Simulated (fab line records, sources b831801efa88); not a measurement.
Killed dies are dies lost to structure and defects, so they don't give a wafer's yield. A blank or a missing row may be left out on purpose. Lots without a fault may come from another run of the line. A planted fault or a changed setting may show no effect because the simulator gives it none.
Problem report in the 8D (eight disciplines) form, filled by code | flow gf180mcu | the parts of the form that need people (team, actions taken, sign-off) are left out

1. THE PROBLEM
HV_LDD_RS at GF_HV_LDD_RS_MEAS_53 reads a mean of 413.0 ohm/sq on 3 wafers of 3 lots; wafers without a fault read 418.7 ohm/sq with a standard deviation of 0.97. That is -5.9 standard deviations from the usual mean.
The step: measures by four-point-probe.
First seen on wafer L366.3, day 17 02:49, on film_metro-03. The record holds 37 wafers of 13 lots with a number at this step. Rule for "out", or "out of limits": more than 4 standard deviations from the usual mean. The other wafers with a number count as sound.

2. WHAT IT IS AND WHAT IT IS NOT
question                    | is                           | is not
which readings at this step | HV_LDD_RS                    | -
which lots                  | L366, L367, L368             | L352, L353, L354, L355, L356, L357, L358, L359, L370, L372
which wafers of those lots  | L366.3, L367.3, L368.3       | L366.6, L367.6, L368.1, L368.2
read on which gauges        | film_metro-01, film_metro-03 | film_metro-04
when                        | from day 17 02:49            | up to then (25 sound wafers); but 9 sound wafers of L367, L368, L370, L372 came after

3. SUSPECTS, AND WHAT RULES EACH OUT
Counting: a tool at a process step up to the reading stays a suspect if it ran every lot that is out. Sound lots after the first of them don't rule it out here, since some wafers of a struck lot are sound.
- the gauge at GF_HV_LDD_RS_MEAS_53: ruled out. The wafers that are out were read on 2 gauges (film_metro-01, film_metro-03).
- implanter-02 at GF_HV_LDD_IMPLANT_36: kept. It ran every lot that is out, first L366 (day 16 03:09); its last sound lot up to then is L354 (day 12 06:53). Its own readings are out on those wafers: beam_on_s, faraday_current_uA.
Left after counting: implanter-02 at GF_HV_LDD_IMPLANT_36.

4. THE CAUSE (what the simulator had put in)
Process parameter drift: implanter-02, from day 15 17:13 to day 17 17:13, at GF_HV_LDD_IMPLANT_36. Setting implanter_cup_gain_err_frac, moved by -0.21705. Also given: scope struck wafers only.
Counting left only this tool.

5. THE CHAIN OF EFFECTS, in route order
Each row: a reading whose mean over the struck wafers that have a number lies more than 3 standard deviations from the usual. Only readings for which the record gives a usual standard deviation are gone through. hours: the time from each lot's start at the first step in this table that gives one to its start at this step, as a median over the lots. sigmas: the change in usual standard deviations.
hours | step                 | reading            | usual        | on struck wafers | change | sigmas
0     | GF_HV_LDD_IMPLANT_36 | beam_on_s          | 9.94 s       | 12.75            | +2.81  | +16
0     | GF_HV_LDD_IMPLANT_36 | faraday_current_uA | 42.5         | 33.3             | -9.2   | -13
24    | GF_HV_LDD_RS_MEAS_53 | HV_LDD_RS          | 418.7 ohm/sq | 413.0            | -5.7   | -5.9
The process steps in it:
- GF_HV_LDD_IMPLANT_36

6. WHAT WOULD HAVE CAUGHT IT SOONER
In this record the first reading out of limits at a measuring or inspecting step was taken at day 17 02:49, 34 hours after the fault began at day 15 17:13.
The tool's own readings at GF_HV_LDD_IMPLANT_36 were out on every struck wafer that the step has a row for (beam_on_s, faraday_current_uA): an alarm limit on them would have fired on the first of those.
All the lots that are out (3) had begun GF_HV_LDD_IMPLANT_36 on implanter-02 by day 17 02:49. A hold on the tool at that time would have spared none of them.
